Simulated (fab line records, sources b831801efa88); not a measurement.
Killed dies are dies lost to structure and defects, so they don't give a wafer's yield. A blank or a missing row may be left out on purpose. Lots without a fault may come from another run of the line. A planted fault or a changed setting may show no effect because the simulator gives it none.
Which tool did it? | flow sky130 | 24 lots, 72 wafers sampled, at 6 steps of a route of 708

WHAT THE GAUGES READ, wafer by wafer
SKY_SD_N_RS_MEAS_17: measures by four-point-probe. Usual: SD_P_RS 146.9 ohm/sq, standard deviation 0.44.
lot  | measured     | on            | SD_P_RS (ohm/sq)  | flag
L074 | day 27 17:08 | film_metro-01 | 146.5 147.0 146.6 |
L075 | day 29 04:03 | film_metro-01 | 146.9 147.2 146.9 |
L076 | day 29 04:13 | film_metro-02 | 147.1 146.4 147.1 |
L077 | day 29 05:55 | film_metro-04 | 146.9 147.0 147.0 |
L079 | day 29 09:31 | film_metro-04 | 147.0 146.5 146.9 |
L078 | day 29 13:05 | film_metro-02 | 146.6 146.5 146.4 |
L080 | day 29 19:43 | film_metro-01 | 147.5 147.6 147.6 |
L081 | day 30 10:32 | film_metro-02 | 146.7 146.9 146.5 |
L082 | day 30 20:57 | film_metro-02 | 146.8 146.9 146.8 |
L084 | day 31 00:31 | film_metro-04 | 147.7 147.6 147.7 |
L083 | day 31 05:06 | film_metro-02 | 146.8 146.4 146.3 |
L085 | day 31 07:26 | film_metro-04 | 146.3 146.8 147.2 |
L086 | day 32 00:09 | film_metro-04 | 146.3 146.3 145.6 |
L087 | day 32 11:19 | film_metro-04 | 146.5 146.6 146.5 |
L088 | day 32 11:22 | film_metro-01 | 146.7 146.5 146.4 |
L089 | day 32 21:23 | film_metro-01 | 146.7 147.0 146.4 |
L090 | day 33 07:25 | film_metro-02 | 147.3 147.2 147.2 |
L091 | day 33 13:28 | film_metro-01 | 147.2 147.5 147.5 |
L092 | day 33 17:40 | film_metro-01 | 147.1 146.9 147.0 |
L093 | day 34 08:46 | film_metro-04 | 146.4 146.8 146.4 |
L094 | day 34 22:13 | film_metro-04 | 147.2 147.0 146.7 |
L095 | day 35 15:34 | film_metro-02 | 146.3 147.1 146.8 |
L097 | day 36 08:22 | film_metro-01 | 147.4 147.2 146.8 |
L096 | day 36 10:34 | film_metro-02 | 146.7 146.4 146.5 |

SKY_VIA1_CD_MEAS_12: target cd 150 nm. Usual: cd_nm 149.9 nm, standard deviation 1.8.
lot  | measured     | on        | cd_nm (nm)        | flag
L074 | day 33 18:28 | cd_sem-01 | 150.0 147.8 149.0 |
L075 | day 35 02:45 | cd_sem-01 | 151.7 151.5 151.6 |
L076 | day 35 03:43 | cd_sem-01 | 150.1 148.4 148.5 |
L077 | day 35 04:04 | cd_sem-01 | 148.8 147.9 148.1 |
L079 | day 35 06:45 | cd_sem-01 | 150.8 151.1 152.1 |
L078 | day 35 10:02 | cd_sem-01 | 149.4 148.6 150.0 |
L080 | day 35 19:33 | cd_sem-02 | 150.3 150.8 151.0 |
L081 | day 36 07:25 | cd_sem-01 | 151.0 151.4 151.1 |
L082 | day 36 17:17 | cd_sem-02 | 148.3 149.0 148.4 |
L084 | day 36 21:06 | cd_sem-02 | 146.0 146.6 145.4 |
L083 | day 37 00:34 | cd_sem-01 | 151.2 149.7 151.1 |
L085 | day 37 02:31 | cd_sem-01 | 150.4 150.3 150.5 |
L086 | day 37 19:35 | cd_sem-01 | 150.3 150.1 150.1 |
L087 | day 38 05:30 | cd_sem-02 | 147.6 147.5 147.3 |
L088 | day 38 07:31 | cd_sem-01 | 151.5 150.4 152.4 |
L089 | day 38 15:18 | cd_sem-02 | 149.5 150.1 151.9 |
L090 | day 39 01:04 | cd_sem-02 | 152.5 152.8 151.4 |
L091 | day 39 05:03 | cd_sem-01 | 153.4 151.2 152.4 |
L092 | day 39 10:15 | cd_sem-01 | 150.2 147.9 147.9 |
L093 | day 39 23:37 | cd_sem-01 | 152.3 150.7 150.9 |
L094 | day 40 12:40 | cd_sem-01 | 145.6 146.6 144.9 |
L095 | day 41 04:46 | cd_sem-02 | 148.8 151.8 149.9 |
L097 | day 42 05:43 | cd_sem-02 | 150.0 149.7 148.3 |
L096 | day 42 06:04 | cd_sem-01 | 151.3 150.7 151.0 |

WHICH TOOL RAN EACH LOT (tool, then ch and the chambers of the sampled wafers, then the start)
lot  | SKY_POLY_GATE_ETCH_15              | SKY_POLY_CUT_ETCH_10               | SKY_CONTACT_ETCH_17                | SKY_CONTACT_STRIP_19
L074 | rie_diel-01 ch 0,1,3, day 16 04:47 | rie_diel-03 ch 0,1,2, day 23 23:43 | rie_diel-02 ch 1,2,3, day 31 09:30 | plasma_asher-03 ch 0,1, day 31 09:35
L075 | rie_diel-02 ch 0,1,2, day 17 10:34 | rie_diel-03 ch 0,3, day 25 12:46   | rie_diel-01 ch 0,2, day 32 17:42   | plasma_asher-01 ch 0,1, day 32 17:47
L076 | rie_diel-01 ch 2,3, day 17 12:32   | rie_diel-04 ch 0,1,3, day 25 12:55 | rie_diel-02 ch 2,3, day 32 18:49   | plasma_asher-03 ch 0,1, day 32 18:55
L077 | rie_diel-03 ch 0,2,3, day 17 16:40 | rie_diel-04 ch 0,2, day 25 14:25   | rie_diel-01 ch 0,2, day 32 20:03   | plasma_asher-02 ch 0,1, day 32 20:08
L079 | rie_diel-03 ch 1,2,3, day 17 18:52 | rie_diel-01 ch 1,2,3, day 25 18:25 | rie_diel-01 ch 0,2, day 32 23:12   | plasma_asher-01 ch 0,1, day 32 23:20
L078 | rie_diel-03 ch 0,1,2, day 17 22:58 | rie_diel-04 ch 0,3, day 25 22:31   | rie_diel-02 ch 0,1, day 33 02:58   | plasma_asher-03 ch 0,1, day 33 03:03
L080 | rie_diel-01 ch 0,1,2, day 18 09:10 | rie_diel-03 ch 1,2, day 26 03:58   | rie_diel-01 ch 1,2,3, day 33 11:09 | plasma_asher-02 ch 0,1, day 33 11:17
L081 | rie_diel-03 ch 1,2, day 19 01:19   | rie_diel-04 ch 0,2,3, day 26 19:43 | rie_diel-02 ch 1,3, day 33 23:03   | plasma_asher-03 ch 0, day 33 23:08
L082 | rie_diel-02 ch 0,2, day 19 12:58   | rie_diel-03 ch 1,3, day 27 07:46   | rie_diel-02 ch 0,1,3, day 34 09:46 | plasma_asher-03 ch 0, day 34 09:51
L084 | rie_diel-03 ch 0,1,3, day 19 19:22 | rie_diel-04 ch 0,1,2, day 27 11:13 | rie_diel-03 ch 0,1, day 34 13:58   | plasma_asher-03 ch 0,1, day 34 14:05
L083 | rie_diel-01 ch 1,2,3, day 19 19:34 | rie_diel-03 ch 0,3, day 27 15:25   | rie_diel-02 ch 0,1, day 34 17:40   | plasma_asher-03 ch 0,1, day 34 17:46
L085 | rie_diel-01 ch 0,2,3, day 20 02:13 | rie_diel-01 ch 1,2,3, day 27 18:52 | rie_diel-01 ch 0,2,3, day 34 20:13 | plasma_asher-02 ch 0,1, day 34 20:18
L086 | rie_diel-03 ch 0,1,2, day 20 19:17 | rie_diel-01 ch 0,2,3, day 28 11:10 | rie_diel-03 ch 0,2, day 35 12:43   | plasma_asher-02 ch 0,1, day 35 12:49
L087 | rie_diel-02 ch 2,3, day 21 04:01   | rie_diel-01 ch 0,1,2, day 28 23:49 | rie_diel-03 ch 1,2, day 35 22:28   | plasma_asher-02 ch 0,1, day 35 22:35
L088 | rie_diel-02 ch 0,2, day 21 10:37   | rie_diel-04 ch 0,2,3, day 29 00:10 | rie_diel-01 ch 0,2, day 36 00:46   | plasma_asher-01 ch 0,1, day 36 00:52
L089 | rie_diel-01 ch 0,1,3, day 21 20:55 | rie_diel-04 ch 0,1, day 29 10:43   | rie_diel-03 ch 1,3, day 36 07:58   | plasma_asher-01 ch 0,1, day 36 08:03
L090 | rie_diel-01 ch 0,1,3, day 22 09:37 | rie_diel-01 ch 0,1,2, day 29 20:55 | rie_diel-01 ch 0,1,3, day 36 18:55 | plasma_asher-01 ch 0,1, day 36 19:01
L091 | rie_diel-02 ch 1,3, day 22 17:20   | rie_diel-01 ch 0,1,2, day 30 03:07 | rie_diel-01 ch 0,1,2, day 36 23:13 | plasma_asher-03 ch 0,1, day 36 23:20
L092 | rie_diel-01 ch 0,1, day 22 20:37   | rie_diel-03 ch 0,1,2, day 30 07:10 | rie_diel-02 ch 0,1, day 37 04:22   | plasma_asher-01 ch 0,1, day 37 04:29
L093 | rie_diel-01 ch 0,1,3, day 23 11:13 | rie_diel-04 ch 0,1,3, day 30 22:46 | rie_diel-01 ch 1,2,3, day 37 19:34 | plasma_asher-01 ch 0,1, day 37 19:39
L094 | rie_diel-01 ch 0,1,3, day 24 02:46 | rie_diel-04 ch 0,1,3, day 31 11:58 | rie_diel-03 ch 1,2,3, day 38 08:40 | plasma_asher-02 ch 0,1, day 38 08:45
L095 | rie_diel-02 ch 1,2,3, day 24 23:14 | rie_diel-03 ch 1,2, day 32 07:40   | rie_diel-01 ch 1,3, day 39 00:55   | plasma_asher-01 ch 1, day 39 01:00
L097 | rie_diel-03 ch 0,1,2, day 25 17:52 | rie_diel-01 ch 0,2,3, day 33 00:10 | rie_diel-01 ch 0,2,3, day 39 15:49 | plasma_asher-02 ch 0,1, day 39 15:54
L096 | rie_diel-01 ch 0,2,3, day 25 21:22 | rie_diel-03 ch 0,1,2, day 33 02:34 | rie_diel-03 ch 0,1,2, day 39 18:13 | plasma_asher-03 ch 0,1, day 39 18:18
- SKY_POLY_GATE_ETCH_15: etches BARC in N2/H2, stops on SiO2, time 118.5 s, target depth 110 nm.
- SKY_POLY_CUT_ETCH_10: etches BARC in N2/H2, stops on SiO2, time 45.9 s, target depth 60 nm.
- SKY_CONTACT_ETCH_17: etches SiO2 in C4F8/O2/Ar, stops on Si3N4, target depth 340 nm.
- SKY_CONTACT_STRIP_19: strips in O2/N2.

WHAT THE TOOLS THEMSELVES READ (means of the sampled wafers that have a number; where no wafer has one, the mark that the record gives instead)
SKY_POLY_GATE_ETCH_15. Usual: drypump_motor_current_A 5.6 A, standard deviation 0.47; oes_product_au 0.716 a.u., standard deviation 0.0047; rf_fwd_power_W 497.8 W, standard deviation 1.7; throttle_valve_pct 13.213 %, standard deviation 0.0086.
lot  | tool        | drypump_motor_current_A (A) | oes_product_au (a.u.) | rf_fwd_power_W (W) | throttle_valve_pct (%) | flag
L074 | rie_diel-01 | 5.8                         | 0.711                 | 498.7              | 13.215                 |
L075 | rie_diel-02 | 5.9                         | 0.716                 | 498.2              | 13.212                 |
L076 | rie_diel-01 | 5.6                         | 0.717                 | 497.2              | 13.218                 |
L077 | rie_diel-03 | 5.4                         | 0.714                 | 496.6              | 13.210                 |
L079 | rie_diel-03 | 5.4                         | 0.711                 | 497.0              | 13.214                 |
L078 | rie_diel-03 | 5.5                         | 0.719                 | 495.5              | 13.206                 |
L080 | rie_diel-01 | 5.4                         | 0.715                 | 497.6              | 13.216                 |
L081 | rie_diel-03 | 5.4                         | 0.718                 | 497.5              | 13.209                 |
L082 | rie_diel-02 | 5.8                         | 0.712                 | 498.1              | 13.214                 |
L084 | rie_diel-03 | 5.3                         | 0.716                 | 496.7              | 13.217                 |
L083 | rie_diel-01 | 5.3                         | 0.714                 | 497.9              | 13.211                 |
L085 | rie_diel-01 | 5.7                         | 0.713                 | 498.8              | 13.212                 |
L086 | rie_diel-03 | 5.5                         | 0.718                 | 495.4              | 13.217                 |
L087 | rie_diel-02 | 5.7                         | 0.720                 | 496.7              | 13.210                 |
L088 | rie_diel-02 | 5.8                         | 0.721                 | 497.8              | 13.212                 |
L089 | rie_diel-01 | 5.8                         | 0.718                 | 499.2              | 13.217                 |
L090 | rie_diel-01 | 5.8                         | 0.715                 | 497.2              | 13.220                 |
L091 | rie_diel-02 | 5.8                         | 0.715                 | 497.3              | 13.220                 |
L092 | rie_diel-01 | 5.6                         | 0.715                 | 499.3              | 13.208                 |
L093 | rie_diel-01 | 5.8                         | 0.714                 | 499.9              | 13.211                 |
L094 | rie_diel-01 | 5.8                         | 0.715                 | 499.0              | 13.212                 |
L095 | rie_diel-02 | 5.8                         | 0.716                 | 497.0              | 13.213                 |
L097 | rie_diel-03 | 5.4                         | 0.719                 | 497.3              | 13.214                 |
L096 | rie_diel-01 | 5.7                         | 0.715                 | 499.6              | 13.206                 |

SKY_POLY_CUT_ETCH_10. Usual: drypump_motor_current_A 5.6 A, standard deviation 0.49; oes_product_au 0.855 a.u., standard deviation 0.0049; rf_fwd_power_W 494.8 W, standard deviation 2.1; throttle_valve_pct 13.224 %, standard deviation 0.0098.
lot  | tool        | drypump_motor_current_A (A) | oes_product_au (a.u.) | rf_fwd_power_W (W) | throttle_valve_pct (%) | flag
L074 | rie_diel-03 | 5.4                         | 0.855                 | 494.2              | 13.225                 |
L075 | rie_diel-03 | 5.3                         | 0.855                 | 494.0              | 13.227                 |
L076 | rie_diel-04 | 6.0                         | 0.854                 | 494.4              | 13.225                 |
L077 | rie_diel-04 | 5.6                         | 0.852                 | 493.4              | 13.216                 |
L079 | rie_diel-01 | 5.3                         | 0.858                 | 496.6              | 13.229                 |
L078 | rie_diel-04 | 6.2                         | 0.860                 | 495.1              | 13.228                 |
L080 | rie_diel-03 | 5.5                         | 0.851                 | 495.4              | 13.216                 |
L081 | rie_diel-04 | 6.0                         | 0.857                 | 493.5              | 13.210                 |
L082 | rie_diel-03 | 5.2                         | 0.856                 | 495.3              | 13.229                 |
L084 | rie_diel-04 | 5.7                         | 0.855                 | 493.0              | 13.222                 |
L083 | rie_diel-03 | 5.2                         | 0.853                 | 493.7              | 13.228                 |
L085 | rie_diel-01 | 5.3                         | 0.853                 | 496.2              | 13.221                 |
L086 | rie_diel-01 | 5.6                         | 0.853                 | 496.7              | 13.223                 |
L087 | rie_diel-01 | 5.4                         | 0.850                 | 496.4              | 13.232                 |
L088 | rie_diel-04 | 5.9                         | 0.856                 | 493.9              | 13.223                 |
L089 | rie_diel-04 | 5.8                         | 0.849                 | 492.3              | 13.226                 |
L090 | rie_diel-01 | 5.4                         | 0.855                 | 497.1              | 13.222                 |
L091 | rie_diel-01 | 5.4                         | 0.855                 | 497.4              | 13.228                 |
L092 | rie_diel-03 | 5.4                         | 0.857                 | 494.6              | 13.217                 |
L093 | rie_diel-04 | 6.0                         | 0.859                 | 495.0              | 13.230                 |
L094 | rie_diel-04 | 6.0                         | 0.853                 | 493.0              | 13.227                 |
L095 | rie_diel-03 | 5.4                         | 0.853                 | 494.7              | 13.217                 |
L097 | rie_diel-01 | 5.6                         | 0.856                 | 496.6              | 13.218                 |
L096 | rie_diel-03 | 5.4                         | 0.858                 | 494.3              | 13.221                 |

SKY_CONTACT_ETCH_17. Usual: oes_product_au 0.891 a.u., standard deviation 0.0048; rf_fwd_power_W 1490 W, standard deviation 5.7.
lot  | tool        | oes_product_au (a.u.) | rf_fwd_power_W (W) | flag
L074 | rie_diel-02 | 0.889                 | 1494               |
L075 | rie_diel-01 | 0.891                 | 1493               |
L076 | rie_diel-02 | 0.895                 | 1488               |
L077 | rie_diel-01 | 0.891                 | 1488               |
L079 | rie_diel-01 | 0.889                 | 1491               |
L078 | rie_diel-02 | 0.887                 | 1492               |
L080 | rie_diel-01 | 0.894                 | 1492               |
L081 | rie_diel-02 | 0.891                 | 1490               |
L082 | rie_diel-02 | 0.891                 | 1495               |
L084 | rie_diel-03 | 0.890                 | 1487               |
L083 | rie_diel-02 | 0.894                 | 1485               |
L085 | rie_diel-01 | 0.894                 | 1491               |
L086 | rie_diel-03 | 0.885                 | 1483               |
L087 | rie_diel-03 | 0.886                 | 1489               |
L088 | rie_diel-01 | 0.888                 | 1490               |
L089 | rie_diel-03 | 0.886                 | 1483               |
L090 | rie_diel-01 | 0.894                 | 1492               |
L091 | rie_diel-01 | 0.890                 | 1493               |
L092 | rie_diel-02 | 0.892                 | 1493               |
L093 | rie_diel-01 | 0.890                 | 1500               |
L094 | rie_diel-03 | 0.892                 | 1488               |
L095 | rie_diel-01 | 0.887                 | 1494               |
L097 | rie_diel-01 | 0.893                 | 1494               |
L096 | rie_diel-03 | 0.896                 | 1485               |

SKY_CONTACT_STRIP_19. Usual: drypump_motor_current_A 5.7 A, standard deviation 0.5; oes_product_au 0.382 a.u., standard deviation 0.0049; strip_time_to_endpoint_s 3.65 s, standard deviation 0.032.
lot  | tool            | drypump_motor_current_A (A) | oes_product_au (a.u.) | strip_time_to_endpoint_s (s) | flag
L074 | plasma_asher-03 | 5.8                         | 0.382                 | 3.69                         |
L075 | plasma_asher-01 | 5.8                         | 0.380                 | 3.66                         |
L076 | plasma_asher-03 | 5.8                         | 0.387                 | 3.68                         |
L077 | plasma_asher-02 | 5.4                         | 0.381                 | 3.62                         |
L079 | plasma_asher-01 | 5.8                         | 0.382                 | 3.64                         |
L078 | plasma_asher-03 | 5.8                         | 0.386                 | 3.66                         |
L080 | plasma_asher-02 | 5.4                         | 0.384                 | 3.65                         |
L081 | plasma_asher-03 | 6.5                         | 0.385                 | 3.67                         |
L082 | plasma_asher-03 | 6.5                         | 0.385                 | 3.65                         |
L084 | plasma_asher-03 | 5.8                         | 0.379                 | 3.62                         |
L083 | plasma_asher-03 | 5.8                         | 0.383                 | 3.68                         |
L085 | plasma_asher-02 | 5.4                         | 0.379                 | 3.66                         |
L086 | plasma_asher-02 | 5.1                         | 0.383                 | 3.68                         |
L087 | plasma_asher-02 | 5.2                         | 0.388                 | 3.66                         |
L088 | plasma_asher-01 | 5.6                         | 0.382                 | 3.65                         |
L089 | plasma_asher-01 | 5.6                         | 0.386                 | 3.66                         |
L090 | plasma_asher-01 | 5.8                         | 0.381                 | 3.62                         |
L091 | plasma_asher-03 | 5.8                         | 0.385                 | 3.64                         |
L092 | plasma_asher-01 | 5.6                         | 0.386                 | 3.64                         |
L093 | plasma_asher-01 | 5.6                         | 0.381                 | 3.63                         |
L094 | plasma_asher-02 | 5.2                         | 0.384                 | 3.66                         |
L095 | plasma_asher-01 | 5.9                         | 0.380                 | 3.61                         |
L097 | plasma_asher-02 | 5.5                         | 0.386                 | 3.61                         |
L096 | plasma_asher-03 | 6.2                         | 0.382                 | 3.65                         |

THE ANSWER, worked out from the rows above alone
Rule: a lot is off if the mean of its wafers that have a number lies more than 3 standard deviations from the usual mean. A lot without any number at a reading at which 4 lots or more have one is off too. The other lots that the step has rows for count as sound. The gauges are gone through in route order, then the tools' own readings, and for those a lot's mean is taken as printed above. The first step at which some lot is off is used, and at that step the reading that is off furthest; a lot without a number counts as furthest.
No lot is off at any reading shown: from this, nothing can be told.

WHAT THE SIMULATOR HAD PUT IN
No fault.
